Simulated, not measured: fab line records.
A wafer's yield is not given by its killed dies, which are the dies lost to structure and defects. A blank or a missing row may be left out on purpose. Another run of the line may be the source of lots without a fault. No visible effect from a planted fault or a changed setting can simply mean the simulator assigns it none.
fab line records	flow gf180mcu
record: lots: 15	wafers: 45	lastDay: 34
route steps=602 shown CONTACT@289 M1@317
lots with no fault: from the same line, run without faults
startH: start of the lot's first displayed wafer, in hours after the record's first day	waitH: hours since the lot's step before	" the same as in the row above	L1.1+2: a single row standing in for several wafers	- no value present, or no start provided	* or withheld: withheld	< > ~ a bound
route shown NAME@n: names a module that has steps shown in the file, with the first one's number in the route	usual: average and standard deviation across the fault-free wafers	same: alike in all rows	chamber/n: place in a boat	sites: the reading at each site	_std_site: the values' standard deviation	_edge_site: the outer-site mean with the inner-site mean subtracted	radiusMm: how far each site lies from the wafer's centre	mask NAME#n: copy n	behind: the tool/chamber that last shaped the wafer	hold: what put the lot on hold/how long, in hours/how the hold closed	device: the n, p or np transistor that did not switch	end of line: the route-end tests of the same wafers	a step with no rows: only its recipe	killed: dies that structure and defects cost at the first sort, which is not the same as the wafer's yield	map: the dies of a wafer, with x for killed, . for not killed, _ for no die there
set.NAME: the setting the step ran with; set.NAME@STEP: the setting that earlier step ran with	model.NAME: the simulator's own value behind a step, which no gauge read
route steps across a sampled set of lots; one table per step, one row per wafer
services: from which hour (startH, from the record's first day; less than 0 if before it) a tool's chamber was out of use, for how many hours, and why
== steps ==
step: GF_CONTACT_CVD_02
recipe: material: SiO2	targetThkNm: 860	precursor: TEOS	tempC: 400	timeS: 95.992	rfW: 600
usual: heaterPowerW: 636/120
lot.wafer	tool	chamber	startH	waitH	heaterPowerW
L940.2	pecvd-02	1	346.41	0.0	623
L940.3	"	0	"	"	711
L940.6	"	2	"	"	558
L944.1	pecvd-02	1	384.72	0.1	605
L944.3	"	0	"	"	675
L944.6	"	1	"	"	640
L945.3	pecvd-02	0	389.37	0.0	715
L945.4	"	1	"	"	606
L945.6	"	2	"	"	457
L946.1	pecvd-01	2	405.37	0.1	948
L946.2	"	1	"	"	770
L946.3	"	0	"	"	590
L947.1	pecvd-02	1	405.91	0.1	506
L947.4	"	0	"	"	670
L947.6	"	1	"	"	558
L948.3	pecvd-01	2	420.58	0.0	874
L948.4	"	1	"	"	665
L948.5	"	0	"	"	595
L949.1	pecvd-04	1	427.47	0.1	652
L949.2	"	2	"	"	631
L949.5	"	2	"	"	648
L951.1	pecvd-01	1	446.72	0.1	790
L951.2	"	2	"	"	867
L951.4	"	2	"	"	937
L953.1	pecvd-01	0	464.60	0.1	540
L953.3	"	1	"	"	751
L953.4	"	1	"	"	813
L954.2	pecvd-01	2	471.15	0.0	749
L954.3	"	0	"	"	548
L954.5	"	1	"	"	787
L955.3	pecvd-01	0	476.51	0.0	512
L955.4	"	0	"	"	564
L955.6	"	2	"	"	832
L956.2	pecvd-01	1	486.42	0.0	790
L956.4	"	2	"	"	744
L956.6	"	1	"	"	825
L957.1	pecvd-04	0	494.13	0.1	532
L957.2	"	1	"	"	664
L957.4	"	2	"	"	621
L961.3	pecvd-04	1	525.86	0.0	675
L961.5	"	0	"	"	469
L961.6	"	1	"	"	552
L962.1	pecvd-01	1	541.36	0.1	689
L962.2	"	2	"	"	916
L962.4	"	0	"	"	468
step: GF_CONTACT_OVL_MEAS_15
usual: CONTACT_OVL: -4/4.8
lot.wafer	tool	chamber	startH	waitH	CONTACT_OVL[nm]
L940.2	overlay-02	-	368.26	0.1	-5
L940.3	"	-	"	"	0
L940.6	"	-	"	"	-2
L944.1	overlay-02	-	408.90	0.1	-1
L944.3	"	-	"	"	-2
L944.6	"	-	"	"	5
L945.3	overlay-01	-	413.06	0.1	-3
L945.4	"	-	"	"	1
L945.6	"	-	"	"	2
L946.1	overlay-02	-	430.19	0.1	-7
L946.2	"	-	"	"	-3
L946.3	"	-	"	"	1
L947.1	overlay-02	-	430.84	0.1	-6
L947.4	"	-	"	"	-1
L947.6	"	-	"	"	-11
L948.3	overlay-02	-	446.06	0.1	-3
L948.4	"	-	"	"	-4
L948.5	"	-	"	"	-3
L949.1	overlay-01	-	452.60	0.1	-9
L949.2	"	-	"	"	-6
L949.5	"	-	"	"	-5
L951.1	overlay-02	-	471.50	0.1	-3
L951.2	"	-	"	"	-8
L951.4	"	-	"	"	-6
L953.1	overlay-02	-	489.69	0.1	-4
L953.3	"	-	"	"	4
L953.4	"	-	"	"	-1
L954.2	overlay-01	-	494.75	0.1	-7
L954.3	"	-	"	"	-11
L954.5	"	-	"	"	-4
L955.3	overlay-02	-	500.56	0.1	3
L955.4	"	-	"	"	3
L955.6	"	-	"	"	2
L956.2	overlay-01	-	511.06	0.1	-9
L956.4	"	-	"	"	-8
L956.6	"	-	"	"	-12
L957.1	overlay-01	-	518.71	0.1	-1
L957.2	"	-	"	"	1
L957.4	"	-	"	"	-2
L961.3	overlay-02	-	548.71	0.1	-7
L961.5	"	-	"	"	-3
L961.6	"	-	"	"	-10
L962.1	overlay-02	-	563.70	0.1	-10
L962.2	"	-	"	"	-9
L962.4	"	-	"	"	-5
step: GF_CONTACT_THK_MEAS_26
recipe: thkMeasGauge: xrf	reads: W_of_CONTACT_CVD_24
usual: CONTACT_W_THK: 298/5.1
lot.wafer	tool	chamber	startH	waitH	CONTACT_W_THK[nm]
L940.2	filmMetro-04	-	369.08	0.1	298
L940.3	"	-	"	"	295
L940.6	"	-	"	"	293
L944.1	filmMetro-02	-	409.72	0.1	304
L944.3	"	-	"	"	297
L944.6	"	-	"	"	295
L945.3	filmMetro-02	-	413.90	0.1	291
L945.4	"	-	"	"	289
L945.6	"	-	"	"	292
L946.1	filmMetro-01	-	431.03	0.1	303
L946.2	"	-	"	"	295
L946.3	"	-	"	"	297
L947.1	filmMetro-04	-	431.66	0.1	301
L947.4	"	-	"	"	298
L947.6	"	-	"	"	300
L948.3	filmMetro-04	-	446.91	0.1	305
L948.4	"	-	"	"	310
L948.5	"	-	"	"	308
L949.1	filmMetro-04	-	453.44	0.1	303
L949.2	"	-	"	"	305
L949.5	"	-	"	"	304
L951.1	filmMetro-01	-	472.33	0.1	300
L951.2	"	-	"	"	297
L951.4	"	-	"	"	302
L953.1	filmMetro-02	-	490.52	0.1	293
L953.3	"	-	"	"	296
L953.4	"	-	"	"	292
L954.2	filmMetro-01	-	495.59	0.1	301
L954.3	"	-	"	"	298
L954.5	"	-	"	"	300
L955.3	filmMetro-02	-	501.39	0.1	292
L955.4	"	-	"	"	294
L955.6	"	-	"	"	291
L956.2	filmMetro-02	-	511.89	0.1	297
L956.4	"	-	"	"	301
L956.6	"	-	"	"	301
L957.1	filmMetro-01	-	519.53	0.1	305
L957.2	"	-	"	"	303
L957.4	"	-	"	"	305
L961.3	filmMetro-02	-	549.54	0.1	299
L961.5	"	-	"	"	298
L961.6	"	-	"	"	297
L962.1	filmMetro-01	-	564.54	0.1	299
L962.2	"	-	"	"	299
L962.4	"	-	"	"	299
step: GF_M1_SPUTTER_02
recipe: material: AlCu	targetThkNm: 450	powerW: 10600	timeS: 23.9	chamberPressurePa: 0.4
usual: cathodeDcPowerW: 10600/2	chamberPressurePa: 0.4000/0.00084	throttleValvePct: 30.1/0.88
lot.wafer	tool	chamber	startH	waitH	cathodeDcPowerW	chamberPressurePa	throttleValvePct
L940.2	pvdSputter-01	-	369.57	0.0	10601	0.3992	31.5
L940.3	"	-	"	"	10601	0.3993	29.8
L940.6	"	-	"	"	10601	0.4012	30.1
L944.1	pvdSputter-02	-	410.21	0.0	10601	0.4003	30.0
L944.3	"	-	"	"	10602	0.3993	30.3
L944.6	"	-	"	"	10600	0.3982	30.5
L945.3	pvdSputter-01	-	414.38	0.0	10602	0.4006	30.6
L945.4	"	-	"	"	10598	0.3987	29.9
L945.6	"	-	"	"	10599	0.3991	31.5
L946.1	pvdSputter-02	-	431.52	0.0	10601	0.4004	29.2
L946.2	"	-	"	"	10596	0.3987	30.3
L946.3	"	-	"	"	10601	0.4006	30.4
L947.1	pvdSputter-04	-	432.16	0.0	10597	0.3997	31.4
L947.4	"	-	"	"	10601	0.4012	28.7
L947.6	"	-	"	"	10599	0.4000	28.7
L948.3	pvdSputter-02	-	447.38	0.0	10597	0.3982	30.0
L948.4	"	-	"	"	10600	0.4006	29.1
L948.5	"	-	"	"	10604	0.3994	30.7
L949.1	pvdSputter-02	-	453.93	0.0	10597	0.4009	29.0
L949.2	"	-	"	"	10599	0.3995	30.3
L949.5	"	-	"	"	10601	0.3999	30.1
L951.1	pvdSputter-01	-	472.82	0.0	10600	0.3997	29.9
L951.2	"	-	"	"	10601	0.3997	31.4
L951.4	"	-	"	"	10603	0.3983	30.3
L953.1	pvdSputter-01	-	491.01	0.0	10600	0.4020	29.8
L953.3	"	-	"	"	10599	0.3989	30.5
L953.4	"	-	"	"	10603	0.3991	29.9
L954.2	pvdSputter-02	-	496.07	0.0	10603	0.3996	30.2
L954.3	"	-	"	"	10598	0.3988	29.0
L954.5	"	-	"	"	10600	0.4000	30.1
L955.3	pvdSputter-01	-	501.86	0.0	-	-	-
L955.4	"	-	"	"	-	-	-
L955.6	"	-	"	"	-	-	-
L956.2	pvdSputter-02	-	512.37	0.0	-	-	-
L956.4	"	-	"	"	-	-	-
L956.6	"	-	"	"	-	-	-
L957.1	pvdSputter-04	-	520.02	0.0	-	-	-
L957.2	"	-	"	"	-	-	-
L957.4	"	-	"	"	-	-	-
L961.3	pvdSputter-01	-	550.01	0.0	10598	0.3996	31.8
L961.5	"	-	"	"	10603	0.4002	29.9
L961.6	"	-	"	"	10596	0.3999	29.7
L962.1	pvdSputter-04	-	565.03	0.0	10597	0.4001	31.4
L962.2	"	-	"	"	10599	0.4001	30.2
L962.4	"	-	"	"	10596	0.4009	29.1
step: GF_M1_RS_MEAS_05
recipe: thkMeasGauge: four-point-probe	reads: TiN_of_M1_SPUTTER_04+Ti_of_M1_SPUTTER_03+AlCu_of_M1_SPUTTER_02+TiN_of_M1_SPUTTER_01+Ti_of_M1_SPUTTER_00
usual: M1_ALCU_RS: 0.0695/0.0011
lot.wafer	tool	chamber	startH	waitH	M1_ALCU_RS[ohm/sq]
L940.2	filmMetro-01	-	369.69	0.0	0.0703
L940.3	"	-	"	"	0.0705
L940.6	"	-	"	"	0.0695
L944.1	filmMetro-01	-	410.30	0.0	0.0702
L944.3	"	-	"	"	0.0689
L944.6	"	-	"	"	0.0687
L945.3	filmMetro-03	-	414.52	0.1	0.0690
L945.4	"	-	"	"	0.0714
L945.6	"	-	"	"	0.0704
L946.1	filmMetro-03	-	431.61	0.0	0.0690
L946.2	"	-	"	"	0.0704
L946.3	"	-	"	"	0.0687
L947.1	filmMetro-03	-	432.25	0.0	0.0682
L947.4	"	-	"	"	0.0694
L947.6	"	-	"	"	0.0682
L948.3	filmMetro-03	-	447.51	0.1	0.0688
L948.4	"	-	"	"	0.0687
L948.5	"	-	"	"	0.0673
L949.1	filmMetro-04	-	454.02	0.0	0.0692
L949.2	"	-	"	"	0.0695
L949.5	"	-	"	"	0.0698
L951.1	filmMetro-03	-	472.91	0.0	0.0708
L951.2	"	-	"	"	0.0700
L951.4	"	-	"	"	0.0691
L953.1	filmMetro-04	-	491.10	0.0	0.0713
L953.3	"	-	"	"	0.0696
L953.4	"	-	"	"	0.0702
L954.2	filmMetro-04	-	496.18	0.0	0.0701
L954.3	"	-	"	"	0.0687
L954.5	"	-	"	"	0.0691
L955.3	filmMetro-03	-	501.99	0.1	7.0827
L955.4	"	-	"	"	7.0776
L955.6	"	-	"	"	7.1877
L956.2	filmMetro-04	-	512.48	0.0	7.0975
L956.4	"	-	"	"	7.0747
L956.6	"	-	"	"	7.0745
L957.1	filmMetro-01	-	520.11	0.0	7.0248
L957.2	"	-	"	"	7.1050
L957.4	"	-	"	"	7.0809
L961.3	filmMetro-01	-	550.14	0.1	0.0704
L961.5	"	-	"	"	0.0702
L961.6	"	-	"	"	0.0716
L962.1	filmMetro-01	-	565.12	0.0	0.0686
L962.2	"	-	"	"	0.0683
L962.4	"	-	"	"	0.0677
step: GF_M1_THK_MEAS_06
recipe: thkMeasGauge: xrf	reads: AlCu_of_M1_SPUTTER_02
usual: M1_ALCU_THK: 451/7.3
lot.wafer	tool	chamber	startH	waitH	M1_ALCU_THK[nm]
L940.2	filmMetro-01	-	369.80	0.1	443
L940.3	"	-	"	"	443
L940.6	"	-	"	"	449
L944.1	filmMetro-01	-	410.42	0.1	443
L944.3	"	-	"	"	451
L944.6	"	-	"	"	447
L945.3	filmMetro-03	-	414.62	0.1	449
L945.4	"	-	"	"	437
L945.6	"	-	"	"	444
L946.1	filmMetro-03	-	431.73	0.1	454
L946.2	"	-	"	"	444
L946.3	"	-	"	"	457
L947.1	filmMetro-03	-	432.37	0.1	459
L947.4	"	-	"	"	452
L947.6	"	-	"	"	456
L948.3	filmMetro-03	-	447.61	0.1	454
L948.4	"	-	"	"	457
L948.5	"	-	"	"	463
L949.1	filmMetro-04	-	454.14	0.1	454
L949.2	"	-	"	"	455
L949.5	"	-	"	"	455
L951.1	filmMetro-03	-	473.03	0.1	439
L951.2	"	-	"	"	445
L951.4	"	-	"	"	452
L953.1	filmMetro-04	-	491.22	0.1	441
L953.3	"	-	"	"	450
L953.4	"	-	"	"	448
L954.2	filmMetro-04	-	496.29	0.1	449
L954.3	"	-	"	"	458
L954.5	"	-	"	"	455
L955.3	filmMetro-03	-	502.09	0.1	<0
L955.4	"	-	"	"	<0
L955.6	"	-	"	"	<0
L956.2	filmMetro-04	-	512.59	0.1	<0
L956.4	"	-	"	"	<0
L956.6	"	-	"	"	<0
L957.1	filmMetro-01	-	520.23	0.1	<0
L957.2	"	-	"	"	<0
L957.4	"	-	"	"	<0
L961.3	filmMetro-01	-	550.24	0.1	447
L961.5	"	-	"	"	446
L961.6	"	-	"	"	438
L962.1	filmMetro-01	-	565.24	0.1	455
L962.2	"	-	"	"	456
L962.4	"	-	"	"	461
== services ==
tool	chamber	startH	hours	kind
pvdSputter-04	-	330.42	7.5	repair
pvdSputter-04	-	355.95	1.8	repair
pecvd-01	-	368.88	14.0	pm
pecvd-01	0	368.88	14.0	ventCycle
pecvd-01	1	368.88	14.0	ventCycle
pecvd-01	2	368.88	14.0	ventCycle
pecvd-01	0	382.88	-	clean
pecvd-01	1	382.88	-	clean
pecvd-01	2	382.88	-	clean
pecvd-02	-	390.32	0.7	repair
pvdSputter-02	-	392.03	1.1	repair
pvdSputter-01	0	397.69	-	consumableReplace:kit
pvdSputter-01	0	397.69	18.0	scheduledDown
pvdSputter-01	0	397.69	18.0	ventCycle
pvdSputter-04	-	419.24	0.5	repair
pvdSputter-02	0	461.77	-	consumableReplace:kit
pvdSputter-02	0	461.77	18.0	scheduledDown
pecvd-01	2	508.37	16.6	repair
pecvd-02	1	520.20	2.6	repair
pecvd-02	-	529.27	1.4	repair
pecvd-01	-	530.64	1.6	repair
pecvd-04	-	546.15	1.3	repair
pecvd-04	1	548.51	8.3	repair
pecvd-02	-	553.12	0.4	repair
== key ==
firstSign: step: GF_M1_SPUTTER_02	reading: toolRecord	direction: missing
effect: step: GF_M1_RS_MEAS_05	reading: M1_ALCU_RS	direction: up	sigmas: 99+	usual: 0.0695	struck: 7.0895
effect: step: GF_M1_THK_MEAS_06	reading: M1_ALCU_THK	direction: down	sigmas: 62	usual: 451	struck: <0
metAt GF_M1_SPUTTER_02
struckLots L955,L956,L957
rowsEnd L957.4
laterRowsLeftOut L955.3,L955.4,L955.6,L956.2,L956.4,L956.6,L957.1,L957.2
sortLeftOut L955.3,L955.4,L955.6,L956.2,L956.4,L956.6,L957.1,L957.2
notActingAt GF_CONTACT_CVD_02,GF_CONTACT_OVL_MEAS_15,GF_CONTACT_THK_MEAS_26
onsetBetween 496.07 501.86
fault: kind: skippedStepWhole	tool: pvdSputter-01,pvdSputter-02,pvdSputter-04	chamber: -	onsetH: 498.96	steps: GF_M1_SPUTTER_02	scope: struckLotsOnly
sortLeftOut: the simulated sort isn't trusted on such a fault, so these wafers' sort isn't shown, and their yield isn't known
laterRowsLeftOut: the simulator's readings of these wafers behind a module that went badly wrong aren't trusted and aren't shown, but for the sort
rowsEnd: these wafers met a further fault down the route, and their rows from its step on are left out
